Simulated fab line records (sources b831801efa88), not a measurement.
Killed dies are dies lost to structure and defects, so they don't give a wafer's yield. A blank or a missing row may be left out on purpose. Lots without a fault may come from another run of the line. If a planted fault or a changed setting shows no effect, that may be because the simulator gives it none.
fab line records / flow sky130
record lots=6 wafers=18 last-day=50
route steps=708 shown POLY_GATE@205 RES_PROTECT@206 PAD_OPEN@708
lots with no fault: from the same line, run without faults
start-h: hours from the record's opening day to when the first of the lot's shown wafers began / wait-h: time in hours since the lot's previous step / " the same as in the row above / L1.1+2: a single row standing in for several wafers / - value missing, or start not given / * or withheld: withheld / < > ~ a bound
route shown NAME@n: a module of which the file shows steps, and the number in the route of the first / usual: mean/standard deviation taken from wafers without a fault / same: alike in all rows / chamber/n: place in a boat / sites: per-site readings / _std_site: how widely they spread, as a standard deviation / _edge_site: outer sites' mean less inner sites' / radius-mm: how far each site lies from the wafer's centre / mask NAME#n: copy n / behind: tool/chamber where the wafer was last shaped / hold: the reason the lot was held/the length of the hold in hours/how it ended / device: the n, p or np transistor that did not switch / end of line: the route-end tests of the same wafers / for a step that has no rows: nothing shown but its recipe / killed: the dies lost at the first sort to structure and to defects; this is not the yield of the wafer / map: the dies of a wafer, with x for killed, . for not killed, _ for no die there
set.NAME: the setting that was run; set.NAME@STEP: the one run at that earlier step / model.NAME: the simulator's own value behind a step, which no gauge read
certain route steps with their lots: each step a table, each wafer a row
services: a tool's chamber out of use, with start hour (start-h, from the record's first day; less than 0 if before it), hours out, and reason
## steps
# step SKY_POLY_GATE_THK_MEAS_01
# recipe reads=poly-Si_of_POLY_GATE_CVD_00
# usual POLY_GATE_CVD_00_THK=180.4/1.8
lot.wafer=L947.1 tool=film-metro-03 chamber=- start-h=325.54 wait-h=0.0 POLY_GATE_CVD_00_THK[nm]=180.7
lot.wafer=L947.3 tool=film-metro-03 chamber=- start-h=325.54 wait-h=0.0 POLY_GATE_CVD_00_THK[nm]=180.7
lot.wafer=L947.5 tool=film-metro-03 chamber=- start-h=325.54 wait-h=0.0 POLY_GATE_CVD_00_THK[nm]=180.6
lot.wafer=L953.3 tool=film-metro-03 chamber=- start-h=372.15 wait-h=0.0 POLY_GATE_CVD_00_THK[nm]=177.6
lot.wafer=L953.4 tool=film-metro-03 chamber=- start-h=372.15 wait-h=0.0 POLY_GATE_CVD_00_THK[nm]=178.0
lot.wafer=L953.6 tool=film-metro-03 chamber=- start-h=372.15 wait-h=0.0 POLY_GATE_CVD_00_THK[nm]=178.1
lot.wafer=L957.1 tool=film-metro-02 chamber=- start-h=411.73 wait-h=0.0 POLY_GATE_CVD_00_THK[nm]=180.9
lot.wafer=L957.3 tool=film-metro-02 chamber=- start-h=411.73 wait-h=0.0 POLY_GATE_CVD_00_THK[nm]=180.3
lot.wafer=L957.4 tool=film-metro-02 chamber=- start-h=411.73 wait-h=0.0 POLY_GATE_CVD_00_THK[nm]=182.5
lot.wafer=L958.1 tool=film-metro-03 chamber=- start-h=415.77 wait-h=0.0 POLY_GATE_CVD_00_THK[nm]=181.6
lot.wafer=L958.2 tool=film-metro-03 chamber=- start-h=415.77 wait-h=0.0 POLY_GATE_CVD_00_THK[nm]=181.2
lot.wafer=L958.4 tool=film-metro-03 chamber=- start-h=415.77 wait-h=0.0 POLY_GATE_CVD_00_THK[nm]=181.6
lot.wafer=L967.2 tool=film-metro-03 chamber=- start-h=494.46 wait-h=0.0 POLY_GATE_CVD_00_THK[nm]=179.8
lot.wafer=L967.4 tool=film-metro-03 chamber=- start-h=494.46 wait-h=0.0 POLY_GATE_CVD_00_THK[nm]=180.1
lot.wafer=L967.6 tool=film-metro-03 chamber=- start-h=494.46 wait-h=0.0 POLY_GATE_CVD_00_THK[nm]=181.2
lot.wafer=L968.2 tool=film-metro-01 chamber=- start-h=507.93 wait-h=0.0 POLY_GATE_CVD_00_THK[nm]=180.8
lot.wafer=L968.3 tool=film-metro-01 chamber=- start-h=507.93 wait-h=0.0 POLY_GATE_CVD_00_THK[nm]=180.0
lot.wafer=L968.5 tool=film-metro-01 chamber=- start-h=507.93 wait-h=0.0 POLY_GATE_CVD_00_THK[nm]=180.1
# step SKY_RES_PROTECT_DEHYDRATE_00
# recipe temp-c=200 time-s=60
# step SKY_RES_PROTECT_HMDS_01
# recipe prime-time-s=60 prime-temp-c=120
# step SKY_RES_PROTECT_COAT_02
# recipe resist=NOVOLAK spin-rpm=3000 resist-thk-nm=1140
# step SKY_RES_PROTECT_SOFTBAKE_03
# recipe temp-c=90 time-s=60 resist=NOVOLAK
# step SKY_RES_PROTECT_EXPOSE_04
# recipe mask-id=RPM na=0.6 source-shape=conventional sigma-outer=0.6 polarization=unpolarized target-cd-nm=1270 dose-mj=131
# step SKY_RES_PROTECT_PEB_05
# recipe temp-c=withheld time-s=* resist=NOVOLAK
# step SKY_RES_PROTECT_DEVELOP_06
# recipe resist=NOVOLAK developer=TMAH develop-time-s=60 dev-temp-c=23
# step SKY_POLY_GATE_IMPLANT_02
# recipe species=P energy-kev=30 dose-cm2=7.7e+15 tilt-deg=0
# step SKY_RES_PROTECT_STRIP_07
# recipe chemistry=O2/N2 power-w=1400 pressure-mtorr=1500 platen-temp-c=withheld o2-flow-sccm=3000 n2-flow-sccm=300 overash-fraction=0.5
# usual drypump-motor-current-A=5.5/0.34 oes-product-au=0.518/0.0049 strip-time-to-endpoint-s=23.30/0.039
lot.wafer=L947.1 tool=plasma-asher-02 chamber=1 start-h=352.37 wait-h=0.1 drypump-motor-current-A=5.6 oes-product-au=0.521 rf-hours-counter-h=23 strip-time-to-endpoint-s=23.30
lot.wafer=L947.3 tool=plasma-asher-02 chamber=0 start-h=352.37 wait-h=0.1 drypump-motor-current-A=5.7 oes-product-au=0.526 rf-hours-counter-h=- strip-time-to-endpoint-s=23.28
lot.wafer=L947.5 tool=plasma-asher-02 chamber=1 start-h=352.37 wait-h=0.1 drypump-motor-current-A=5.6 oes-product-au=0.512 rf-hours-counter-h=- strip-time-to-endpoint-s=23.30
lot.wafer=L953.3 tool=plasma-asher-04 chamber=1 start-h=401.12 wait-h=0.1 drypump-motor-current-A=4.9 oes-product-au=0.514 rf-hours-counter-h=- strip-time-to-endpoint-s=23.24
lot.wafer=L953.4 tool=plasma-asher-04 chamber=0 start-h=401.12 wait-h=0.1 drypump-motor-current-A=5.4 oes-product-au=0.522 rf-hours-counter-h=- strip-time-to-endpoint-s=23.33
lot.wafer=L953.6 tool=plasma-asher-04 chamber=1 start-h=401.12 wait-h=0.1 drypump-motor-current-A=4.9 oes-product-au=0.517 rf-hours-counter-h=- strip-time-to-endpoint-s=23.28
lot.wafer=L957.1 tool=plasma-asher-02 chamber=1 start-h=442.93 wait-h=0.1 drypump-motor-current-A=5.6 oes-product-au=0.520 rf-hours-counter-h=32 strip-time-to-endpoint-s=23.35
lot.wafer=L957.3 tool=plasma-asher-02 chamber=1 start-h=442.93 wait-h=0.1 drypump-motor-current-A=5.6 oes-product-au=0.520 rf-hours-counter-h=- strip-time-to-endpoint-s=23.31
lot.wafer=L957.4 tool=plasma-asher-02 chamber=0 start-h=442.93 wait-h=0.1 drypump-motor-current-A=5.6 oes-product-au=0.528 rf-hours-counter-h=- strip-time-to-endpoint-s=23.30
lot.wafer=L958.1 tool=plasma-asher-01 chamber=0 start-h=446.68 wait-h=0.1 drypump-motor-current-A=6.0 oes-product-au=0.509 rf-hours-counter-h=74 strip-time-to-endpoint-s=23.30
lot.wafer=L958.2 tool=plasma-asher-01 chamber=1 start-h=446.68 wait-h=0.1 drypump-motor-current-A=5.5 oes-product-au=0.517 rf-hours-counter-h=74 strip-time-to-endpoint-s=23.28
lot.wafer=L958.4 tool=plasma-asher-01 chamber=0 start-h=446.68 wait-h=0.1 drypump-motor-current-A=6.0 oes-product-au=0.513 rf-hours-counter-h=- strip-time-to-endpoint-s=23.24
lot.wafer=L967.2 tool=plasma-asher-01 chamber=1 start-h=523.82 wait-h=0.1 drypump-motor-current-A=5.4 oes-product-au=0.507 rf-hours-counter-h=82 strip-time-to-endpoint-s=23.38
lot.wafer=L967.4 tool=plasma-asher-01 chamber=0 start-h=523.82 wait-h=0.1 drypump-motor-current-A=5.9 oes-product-au=0.523 rf-hours-counter-h=- strip-time-to-endpoint-s=23.35
lot.wafer=L967.6 tool=plasma-asher-01 chamber=0 start-h=523.82 wait-h=0.1 drypump-motor-current-A=5.9 oes-product-au=0.516 rf-hours-counter-h=- strip-time-to-endpoint-s=23.37
lot.wafer=L968.2 tool=plasma-asher-01 chamber=0 start-h=538.54 wait-h=0.1 drypump-motor-current-A=5.9 oes-product-au=0.512 rf-hours-counter-h=84 strip-time-to-endpoint-s=23.31
lot.wafer=L968.3 tool=plasma-asher-01 chamber=0 start-h=538.54 wait-h=0.1 drypump-motor-current-A=5.9 oes-product-au=0.527 rf-hours-counter-h=- strip-time-to-endpoint-s=23.27
lot.wafer=L968.5 tool=plasma-asher-01 chamber=0 start-h=538.54 wait-h=0.1 drypump-motor-current-A=5.9 oes-product-au=0.518 rf-hours-counter-h=- strip-time-to-endpoint-s=23.24
# step SKY_RES_PROTECT_TW_MEAS_08
# usual POLY_GATE_TW=4036/64
lot.wafer=L947.1 tool=film-metro-01 chamber=- start-h=352.47 wait-h=0.1 POLY_GATE_TW=3970
lot.wafer=L947.3 tool=film-metro-01 chamber=- start-h=352.47 wait-h=0.1 POLY_GATE_TW=3972
lot.wafer=L947.5 tool=film-metro-01 chamber=- start-h=352.47 wait-h=0.1 POLY_GATE_TW=3985
lot.wafer=L953.3 tool=film-metro-01 chamber=- start-h=401.21 wait-h=0.1 POLY_GATE_TW=3952
lot.wafer=L953.4 tool=film-metro-01 chamber=- start-h=401.21 wait-h=0.1 POLY_GATE_TW=3962
lot.wafer=L953.6 tool=film-metro-01 chamber=- start-h=401.21 wait-h=0.1 POLY_GATE_TW=3987
lot.wafer=L957.1 tool=film-metro-01 chamber=- start-h=443.03 wait-h=0.1 POLY_GATE_TW=3967
lot.wafer=L957.3 tool=film-metro-01 chamber=- start-h=443.03 wait-h=0.1 POLY_GATE_TW=3965
lot.wafer=L957.4 tool=film-metro-01 chamber=- start-h=443.03 wait-h=0.1 POLY_GATE_TW=3945
lot.wafer=L958.1 tool=film-metro-03 chamber=- start-h=446.78 wait-h=0.1 POLY_GATE_TW=4050
lot.wafer=L958.2 tool=film-metro-03 chamber=- start-h=446.78 wait-h=0.1 POLY_GATE_TW=4048
lot.wafer=L958.4 tool=film-metro-03 chamber=- start-h=446.78 wait-h=0.1 POLY_GATE_TW=4052
lot.wafer=L967.2 tool=film-metro-04 chamber=- start-h=523.93 wait-h=0.1 POLY_GATE_TW=4113
lot.wafer=L967.4 tool=film-metro-04 chamber=- start-h=523.93 wait-h=0.1 POLY_GATE_TW=4090
lot.wafer=L967.6 tool=film-metro-04 chamber=- start-h=523.93 wait-h=0.1 POLY_GATE_TW=4121
lot.wafer=L968.2 tool=film-metro-03 chamber=- start-h=538.65 wait-h=0.1 POLY_GATE_TW=4065
lot.wafer=L968.3 tool=film-metro-03 chamber=- start-h=538.65 wait-h=0.1 POLY_GATE_TW=4065
lot.wafer=L968.5 tool=film-metro-03 chamber=- start-h=538.65 wait-h=0.1 POLY_GATE_TW=4054
# step SKY_RES_PROTECT_CLEAN_09
# recipe chemistry=SC1/SC2 mix=1:4:20 temp-c=70 time-s=150 dry=n2-spin
# step SKY_POLY_GATE_CVD_03
# recipe material=Si3N4 precursor=DCS/NH3 target-thk-nm=75 temp-c=770 time-s=1290 pressure-mtorr=250
# usual spike-tc-top-C=785.5/1.7 zone-power-centre-pct=12.5/1.1
lot.wafer=L947.1 tool=lpcvd-02 chamber=0 start-h=354.30 wait-h=1.7 spike-tc-top-C=787.4 zone-power-centre-pct=11.8 model.Si3N4_of_POLY_GATE_CVD_03.thk-nm=75.92
lot.wafer=L947.3 tool=lpcvd-02 chamber=0 start-h=354.30 wait-h=1.7 spike-tc-top-C=787.1 zone-power-centre-pct=11.6 model.Si3N4_of_POLY_GATE_CVD_03.thk-nm=75.91
lot.wafer=L947.5 tool=lpcvd-02 chamber=0 start-h=354.30 wait-h=1.7 spike-tc-top-C=784.9 zone-power-centre-pct=11.5 model.Si3N4_of_POLY_GATE_CVD_03.thk-nm=76.35
lot.wafer=L953.3 tool=lpcvd-02 chamber=1 start-h=401.31 wait-h=0.0 spike-tc-top-C=783.8 zone-power-centre-pct=13.8 model.Si3N4_of_POLY_GATE_CVD_03.thk-nm=75.2
lot.wafer=L953.4 tool=lpcvd-02 chamber=1 start-h=401.31 wait-h=0.0 spike-tc-top-C=782.8 zone-power-centre-pct=14.0 model.Si3N4_of_POLY_GATE_CVD_03.thk-nm=75.66
lot.wafer=L953.6 tool=lpcvd-02 chamber=1 start-h=401.31 wait-h=0.0 spike-tc-top-C=783.0 zone-power-centre-pct=13.7 model.Si3N4_of_POLY_GATE_CVD_03.thk-nm=74.64
lot.wafer=L957.1 tool=lpcvd-02 chamber=0 start-h=443.14 wait-h=0.0 spike-tc-top-C=787.0 zone-power-centre-pct=11.5 model.Si3N4_of_POLY_GATE_CVD_03.thk-nm=108.1
lot.wafer=L957.3 tool=lpcvd-02 chamber=0 start-h=443.14 wait-h=0.0 spike-tc-top-C=786.6 zone-power-centre-pct=11.7 model.Si3N4_of_POLY_GATE_CVD_03.thk-nm=107.7
lot.wafer=L957.4 tool=lpcvd-02 chamber=0 start-h=443.14 wait-h=0.0 spike-tc-top-C=786.8 zone-power-centre-pct=11.6 model.Si3N4_of_POLY_GATE_CVD_03.thk-nm=108.5
lot.wafer=L958.1 tool=lpcvd-02 chamber=1 start-h=446.89 wait-h=0.0 spike-tc-top-C=783.2 zone-power-centre-pct=13.6 model.Si3N4_of_POLY_GATE_CVD_03.thk-nm=107.3
lot.wafer=L958.2 tool=lpcvd-02 chamber=1 start-h=446.89 wait-h=0.0 spike-tc-top-C=783.0 zone-power-centre-pct=13.9 model.Si3N4_of_POLY_GATE_CVD_03.thk-nm=107.4
lot.wafer=L958.4 tool=lpcvd-02 chamber=1 start-h=446.89 wait-h=0.0 spike-tc-top-C=784.2 zone-power-centre-pct=13.6 model.Si3N4_of_POLY_GATE_CVD_03.thk-nm=107.4
lot.wafer=L967.2 tool=lpcvd-02 chamber=0 start-h=524.03 wait-h=0.0 spike-tc-top-C=786.9 zone-power-centre-pct=11.4 model.Si3N4_of_POLY_GATE_CVD_03.thk-nm=75.76
lot.wafer=L967.4 tool=lpcvd-02 chamber=0 start-h=524.03 wait-h=0.0 spike-tc-top-C=786.2 zone-power-centre-pct=11.6 model.Si3N4_of_POLY_GATE_CVD_03.thk-nm=75.56
lot.wafer=L967.6 tool=lpcvd-02 chamber=0 start-h=524.03 wait-h=0.0 spike-tc-top-C=785.7 zone-power-centre-pct=11.6 model.Si3N4_of_POLY_GATE_CVD_03.thk-nm=75.53
lot.wafer=L968.2 tool=lpcvd-02 chamber=0 start-h=538.75 wait-h=0.0 spike-tc-top-C=786.6 zone-power-centre-pct=11.6 model.Si3N4_of_POLY_GATE_CVD_03.thk-nm=74.24
lot.wafer=L968.3 tool=lpcvd-02 chamber=0 start-h=538.75 wait-h=0.0 spike-tc-top-C=787.3 zone-power-centre-pct=11.5 model.Si3N4_of_POLY_GATE_CVD_03.thk-nm=74.83
lot.wafer=L968.5 tool=lpcvd-02 chamber=0 start-h=538.75 wait-h=0.0 spike-tc-top-C=785.8 zone-power-centre-pct=11.6 model.Si3N4_of_POLY_GATE_CVD_03.thk-nm=74.87
# step SKY_POLY_GATE_THK_MEAS_04
# recipe reads=Si3N4_of_POLY_GATE_CVD_03
# usual POLY_GATE_CVD_03_THK=75.4/0.58
lot.wafer=L947.1 tool=film-metro-01 chamber=- start-h=356.33 wait-h=0.0 hold=- POLY_GATE_CVD_03_THK[nm]=75.9
lot.wafer=L947.3 tool=film-metro-01 chamber=- start-h=356.33 wait-h=0.0 hold=- POLY_GATE_CVD_03_THK[nm]=75.9
lot.wafer=L947.5 tool=film-metro-01 chamber=- start-h=356.33 wait-h=0.0 hold=- POLY_GATE_CVD_03_THK[nm]=76.4
lot.wafer=L953.3 tool=film-metro-01 chamber=- start-h=402.69 wait-h=0.0 hold=- POLY_GATE_CVD_03_THK[nm]=75.2
lot.wafer=L953.4 tool=film-metro-01 chamber=- start-h=402.69 wait-h=0.0 hold=- POLY_GATE_CVD_03_THK[nm]=75.7
lot.wafer=L953.6 tool=film-metro-01 chamber=- start-h=402.69 wait-h=0.0 hold=- POLY_GATE_CVD_03_THK[nm]=74.7
lot.wafer=L957.1 tool=film-metro-01 chamber=- start-h=444.50 wait-h=0.0 hold=await-dispo/0.2h/release POLY_GATE_CVD_03_THK[nm]=108.1
lot.wafer=L957.3 tool=film-metro-01 chamber=- start-h=444.50 wait-h=0.0 hold=await-dispo/0.2h/release POLY_GATE_CVD_03_THK[nm]=107.7
lot.wafer=L957.4 tool=film-metro-01 chamber=- start-h=444.50 wait-h=0.0 hold=await-dispo/0.2h/release POLY_GATE_CVD_03_THK[nm]=108.5
lot.wafer=L957.1 tool=film-metro-01 chamber=- start-h=444.73 wait-h=0.2 hold=- POLY_GATE_CVD_03_THK[nm]=108.2
lot.wafer=L957.3 tool=film-metro-01 chamber=- start-h=444.73 wait-h=0.2 hold=- POLY_GATE_CVD_03_THK[nm]=107.7
lot.wafer=L957.4 tool=film-metro-01 chamber=- start-h=444.73 wait-h=0.2 hold=- POLY_GATE_CVD_03_THK[nm]=108.5
lot.wafer=L958.1 tool=film-metro-03 chamber=- start-h=448.25 wait-h=0.0 hold=await-dispo/0.2h/release POLY_GATE_CVD_03_THK[nm]=107.4
lot.wafer=L958.2 tool=film-metro-03 chamber=- start-h=448.25 wait-h=0.0 hold=await-dispo/0.2h/release POLY_GATE_CVD_03_THK[nm]=107.4
lot.wafer=L958.4 tool=film-metro-03 chamber=- start-h=448.25 wait-h=0.0 hold=await-dispo/0.2h/release POLY_GATE_CVD_03_THK[nm]=107.4
lot.wafer=L958.1 tool=film-metro-03 chamber=- start-h=448.48 wait-h=0.2 hold=- POLY_GATE_CVD_03_THK[nm]=107.4
lot.wafer=L958.2 tool=film-metro-03 chamber=- start-h=448.48 wait-h=0.2 hold=- POLY_GATE_CVD_03_THK[nm]=107.4
lot.wafer=L958.4 tool=film-metro-03 chamber=- start-h=448.48 wait-h=0.2 hold=- POLY_GATE_CVD_03_THK[nm]=107.4
lot.wafer=L967.2 tool=film-metro-01 chamber=- start-h=525.40 wait-h=0.0 hold=- POLY_GATE_CVD_03_THK[nm]=75.8
lot.wafer=L967.4 tool=film-metro-01 chamber=- start-h=525.40 wait-h=0.0 hold=- POLY_GATE_CVD_03_THK[nm]=75.6
lot.wafer=L967.6 tool=film-metro-01 chamber=- start-h=525.40 wait-h=0.0 hold=- POLY_GATE_CVD_03_THK[nm]=75.5
lot.wafer=L968.2 tool=film-metro-01 chamber=- start-h=540.12 wait-h=0.0 hold=- POLY_GATE_CVD_03_THK[nm]=74.2
lot.wafer=L968.3 tool=film-metro-01 chamber=- start-h=540.12 wait-h=0.0 hold=- POLY_GATE_CVD_03_THK[nm]=74.8
lot.wafer=L968.5 tool=film-metro-01 chamber=- start-h=540.12 wait-h=0.0 hold=- POLY_GATE_CVD_03_THK[nm]=74.9
# step SKY_PAD_OPEN_PROBE_99
# usual defect-limited-yield=82.2/1.9 killed_at_M0_to_M3=44/7.2 killed_at_M4_up=3.0/1.9 killed-at-contacts=25/4.8 killed-at-front-end=16/4.2 killed-at-other=0.2/0.44 killed-dies=88/9.3 killed-on-rim=17/3.6 killed-open=48/7.1 killed-short=40/6.5 sort_bin_3_pad_short=0.9/0.4 sort_bin_5_function=10.5/1.5 sort_bin_6_memory=6.5/0.98 sort-n-pass=404/9.3 sort-yield-pct=82.2/1.9
# same gross-dies=492 killed-at-back-side=0 sort_bin_4_leakage[%]=0 sort_bin_8_speed[%]=0
lot.wafer=L947.1 tool=prober-02 chamber=- start-h=1083.50 wait-h=0.1 defect-limited-yield[%]=81.9 killed_at_M0_to_M3=50 killed_at_M4_up=2 killed-at-contacts=24 killed-at-front-end=13 killed-at-other=0 killed-dies=89 killed-on-rim=17 killed-open=46 killed-short=43 sort_bin_3_pad_short[%]=0.8 sort_bin_5_function[%]=11.2 sort_bin_6_memory[%]=6.1 sort-n-pass=403 sort-yield-pct[%]=81.9
lot.wafer=L947.3 tool=prober-02 chamber=- start-h=1083.60 wait-h=0.2 defect-limited-yield[%]=82.1 killed_at_M0_to_M3=48 killed_at_M4_up=3 killed-at-contacts=21 killed-at-front-end=16 killed-at-other=0 killed-dies=88 killed-on-rim=17 killed-open=52 killed-short=36 sort_bin_3_pad_short[%]=0.8 sort_bin_5_function[%]=10.6 sort_bin_6_memory[%]=6.5 sort-n-pass=404 sort-yield-pct[%]=82.1
lot.wafer=L947.5 tool=prober-02 chamber=- start-h=1083.70 wait-h=0.2 defect-limited-yield[%]=82.7 killed_at_M0_to_M3=48 killed_at_M4_up=5 killed-at-contacts=20 killed-at-front-end=12 killed-at-other=0 killed-dies=85 killed-on-rim=14 killed-open=43 killed-short=42 sort_bin_3_pad_short[%]=0.2 sort_bin_5_function[%]=11.4 sort_bin_6_memory[%]=5.7 sort-n-pass=407 sort-yield-pct[%]=82.7
lot.wafer=L953.3 tool=prober-02 chamber=- start-h=1118.81 wait-h=0.2 defect-limited-yield[%]=77.4 killed_at_M0_to_M3=57 killed_at_M4_up=5 killed-at-contacts=36 killed-at-front-end=12 killed-at-other=1 killed-dies=111 killed-on-rim=22 killed-open=57 killed-short=54 sort_bin_3_pad_short[%]=1.4 sort_bin_5_function[%]=12.4 sort_bin_6_memory[%]=8.7 sort-n-pass=381 sort-yield-pct[%]=77.4
lot.wafer=L953.4 tool=prober-02 chamber=- start-h=1118.86 wait-h=0.2 defect-limited-yield[%]=86.2 killed_at_M0_to_M3=33 killed_at_M4_up=1 killed-at-contacts=20 killed-at-front-end=14 killed-at-other=0 killed-dies=68 killed-on-rim=13 killed-open=40 killed-short=28 sort_bin_3_pad_short[%]=0.6 sort_bin_5_function[%]=8.1 sort_bin_6_memory[%]=5.1 sort-n-pass=424 sort-yield-pct[%]=86.2
lot.wafer=L953.6 tool=prober-02 chamber=- start-h=1118.96 wait-h=0.2 defect-limited-yield[%]=82.7 killed_at_M0_to_M3=47 killed_at_M4_up=4 killed-at-contacts=23 killed-at-front-end=11 killed-at-other=0 killed-dies=85 killed-on-rim=15 killed-open=50 killed-short=35 sort_bin_3_pad_short[%]=0.6 sort_bin_5_function[%]=10.0 sort_bin_6_memory[%]=6.7 sort-n-pass=407 sort-yield-pct[%]=82.7
lot.wafer=L967.2 tool=prober-01 chamber=- start-h=1187.38 wait-h=0.1 defect-limited-yield[%]=84.3 killed_at_M0_to_M3=37 killed_at_M4_up=5 killed-at-contacts=24 killed-at-front-end=11 killed-at-other=0 killed-dies=77 killed-on-rim=20 killed-open=42 killed-short=35 sort_bin_3_pad_short[%]=0.6 sort_bin_5_function[%]=8.3 sort_bin_6_memory[%]=6.7 sort-n-pass=415 sort-yield-pct[%]=84.3
lot.wafer=L967.4 tool=prober-01 chamber=- start-h=1187.48 wait-h=0.2 defect-limited-yield[%]=82.9 killed_at_M0_to_M3=46 killed_at_M4_up=9 killed-at-contacts=16 killed-at-front-end=13 killed-at-other=0 killed-dies=84 killed-on-rim=17 killed-open=44 killed-short=40 sort_bin_3_pad_short[%]=0.2 sort_bin_5_function[%]=11.8 sort_bin_6_memory[%]=5.1 sort-n-pass=408 sort-yield-pct[%]=82.9
lot.wafer=L967.6 tool=prober-01 chamber=- start-h=1187.58 wait-h=0.2 defect-limited-yield[%]=82.3 killed_at_M0_to_M3=43 killed_at_M4_up=1 killed-at-contacts=23 killed-at-front-end=20 killed-at-other=0 killed-dies=87 killed-on-rim=16 killed-open=47 killed-short=40 sort_bin_3_pad_short[%]=2.2 sort_bin_5_function[%]=8.3 sort_bin_6_memory[%]=7.1 sort-n-pass=405 sort-yield-pct[%]=82.3
lot.wafer=L968.2 tool=prober-01 chamber=- start-h=1196.55 wait-h=0.1 defect-limited-yield[%]=78.7 killed_at_M0_to_M3=60 killed_at_M4_up=1 killed-at-contacts=22 killed-at-front-end=21 killed-at-other=1 killed-dies=105 killed-on-rim=22 killed-open=57 killed-short=48 sort_bin_3_pad_short[%]=0.8 sort_bin_5_function[%]=13.0 sort_bin_6_memory[%]=7.5 sort-n-pass=387 sort-yield-pct[%]=78.7
lot.wafer=L968.3 tool=prober-01 chamber=- start-h=1196.60 wait-h=0.2 defect-limited-yield[%]=82.7 killed_at_M0_to_M3=41 killed_at_M4_up=4 killed-at-contacts=21 killed-at-front-end=19 killed-at-other=0 killed-dies=85 killed-on-rim=17 killed-open=51 killed-short=34 sort_bin_3_pad_short[%]=0.2 sort_bin_5_function[%]=11.6 sort_bin_6_memory[%]=5.5 sort-n-pass=407 sort-yield-pct[%]=82.7
lot.wafer=L968.5 tool=prober-01 chamber=- start-h=1196.70 wait-h=0.2 defect-limited-yield[%]=84.3 killed_at_M0_to_M3=41 killed_at_M4_up=5 killed-at-contacts=18 killed-at-front-end=13 killed-at-other=0 killed-dies=77 killed-on-rim=18 killed-open=48 killed-short=29 sort_bin_3_pad_short[%]=0.8 sort_bin_5_function[%]=9.8 sort_bin_6_memory[%]=5.1 sort-n-pass=415 sort-yield-pct[%]=84.3
# killed by level:class
L947.1 VIA1:geometric-particle:open=13 LI_CONTACT:geometric-particle:open=9 METAL2:geometric-particle:short=8 CONTACT:geometric-particle:open=5 VIA1:geometric-particle:short=5 METAL1:geometric-particle:short=5 VIA3:geometric-particle:open=5 LOCAL_INTERCONNECT:geometric-particle:short=4
L947.3 VIA1:geometric-particle:open=10 VIA3:geometric-particle:open=7 VIA1:geometric-particle:short=7 VIA2:geometric-particle:open=7 FIELD_ISO:geometric-particle:open=6 CONTACT:geometric-particle:open=6 LI_CONTACT:geometric-particle:open=4 CONTACT:geometric-particle:short=4
L947.5 VIA1:geometric-particle:open=12 CONTACT:geometric-particle:open=8 METAL1:geometric-particle:short=7 VIA3:geometric-particle:open=7 VIA1:geometric-particle:short=6 METAL2:geometric-particle:short=6 FIELD_ISO:geometric-particle:short=5 LI_CONTACT:geometric-particle:open=5
L953.3 VIA1:geometric-particle:open=15 METAL2:geometric-particle:short=11 CONTACT:geometric-particle:open=11 LI_CONTACT:geometric-particle:open=10 VIA2:geometric-particle:open=7 LOCAL_INTERCONNECT:geometric-particle:short=6 FIELD_ISO:geometric-particle:short=5 CONTACT:geometric-particle:short=5
L953.4 VIA1:geometric-particle:open=10 CONTACT:geometric-particle:open=9 FIELD_ISO:geometric-particle:open=6 VIA1:geometric-particle:short=5 VIA2:geometric-particle:open=5 LI_CONTACT:geometric-particle:short=4 METAL2:geometric-particle:short=4 LI_CONTACT:geometric-particle:open=3
L953.6 VIA1:geometric-particle:open=13 VIA3:geometric-particle:open=11 METAL1:geometric-particle:short=8 CONTACT:geometric-particle:open=7 CONTACT:geometric-particle:short=5 VIA2:geometric-particle:open=5 LI_CONTACT:geometric-particle:short=4 LI_CONTACT:geometric-particle:open=4
L967.2 CONTACT:geometric-particle:open=11 VIA1:geometric-particle:open=8 VIA2:geometric-particle:open=6 METAL2:geometric-particle:short=6 METAL3:geometric-particle:short=6 LI_CONTACT:geometric-particle:open=4 LOCAL_INTERCONNECT:geometric-particle:short=4 METAL1:geometric-particle:short=4
L967.4 VIA1:geometric-particle:open=12 VIA1:geometric-particle:short=9 VIA2:geometric-particle:open=7 METAL4:geometric-particle:short=7 FIELD_ISO:geometric-particle:open=5 CONTACT:geometric-particle:short=5 METAL1:geometric-particle:short=4 CONTACT:geometric-particle:open=4
L967.6 METAL2:geometric-particle:short=10 FIELD_ISO:geometric-particle:open=9 LI_CONTACT:geometric-particle:open=8 CONTACT:geometric-particle:open=8 VIA3:geometric-particle:open=7 FIELD_ISO:geometric-particle:short=6 METAL1:geometric-particle:short=6 VIA2:geometric-particle:open=4
L968.2 VIA2:geometric-particle:open=13 CONTACT:geometric-particle:open=8 VIA1:geometric-particle:open=8 VIA2:geometric-particle:short=8 VIA3:geometric-particle:open=8 LI_CONTACT:geometric-particle:open=7 FIELD_ISO:geometric-particle:short=6 FIELD_ISO:geometric-particle:open=5
L968.3 LI_CONTACT:geometric-particle:open=8 CONTACT:geometric-particle:open=8 VIA3:geometric-particle:open=8 POLY_GATE:geometric-particle:open=6 METAL1:geometric-particle:short=6 VIA2:geometric-particle:open=6 FIELD_ISO:geometric-particle:short=5 METAL1:geometric-particle:open=5
L968.5 VIA1:geometric-particle:open=8 FIELD_ISO:geometric-particle:open=7 CONTACT:geometric-particle:open=7 VIA2:geometric-particle:open=5 LI_CONTACT:geometric-particle:open=5 CONTACT:geometric-particle:short=5 METAL1:geometric-particle:short=5 VIA1:geometric-particle:short=4
## services
tool=plasma-asher-01 chamber=- start-h=357.99 hours=0.5 kind=repair
tool=plasma-asher-02 chamber=- start-h=376.84 hours=2.1 kind=repair
tool=plasma-asher-01 chamber=- start-h=415.83 hours=0.4 kind=repair
tool=plasma-asher-01 chamber=- start-h=431.53 hours=0.6 kind=repair
tool=lpcvd-02 chamber=- start-h=531.10 hours=1.2 kind=repair
tool=plasma-asher-04 chamber=- start-h=534.79 hours=4.5 kind=repair
## key
first-sign step=SKY_POLY_GATE_THK_MEAS_04 reading=visit direction=added
effect step=SKY_POLY_GATE_THK_MEAS_04 reading=POLY_GATE_CVD_03_THK direction=up sigmas=56 usual=75.4 struck=107.8
model-effect step=SKY_POLY_GATE_CVD_03 value=Si3N4_of_POLY_GATE_CVD_03.thk-nm without=75.1 struck=107.7
met-at SKY_POLY_GATE_CVD_03
struck-wafers L957.1,L957.3,L957.4,L958.1,L958.2,L958.4
scrapped-behind SKY_POLY_GATE_THK_MEAS_04 L957.1,L957.3,L957.4,L958.1,L958.2,L958.4
onset-between 401.31 443.14
fault kind=process-parameter-drift tool=lpcvd-02 chamber=- onset-h=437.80 steps=SKY_POLY_GATE_CVD_03 channel=target-thk-nm offset=32.629 shape=step end-h=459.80 acts-in=these-recipes-only stated=75
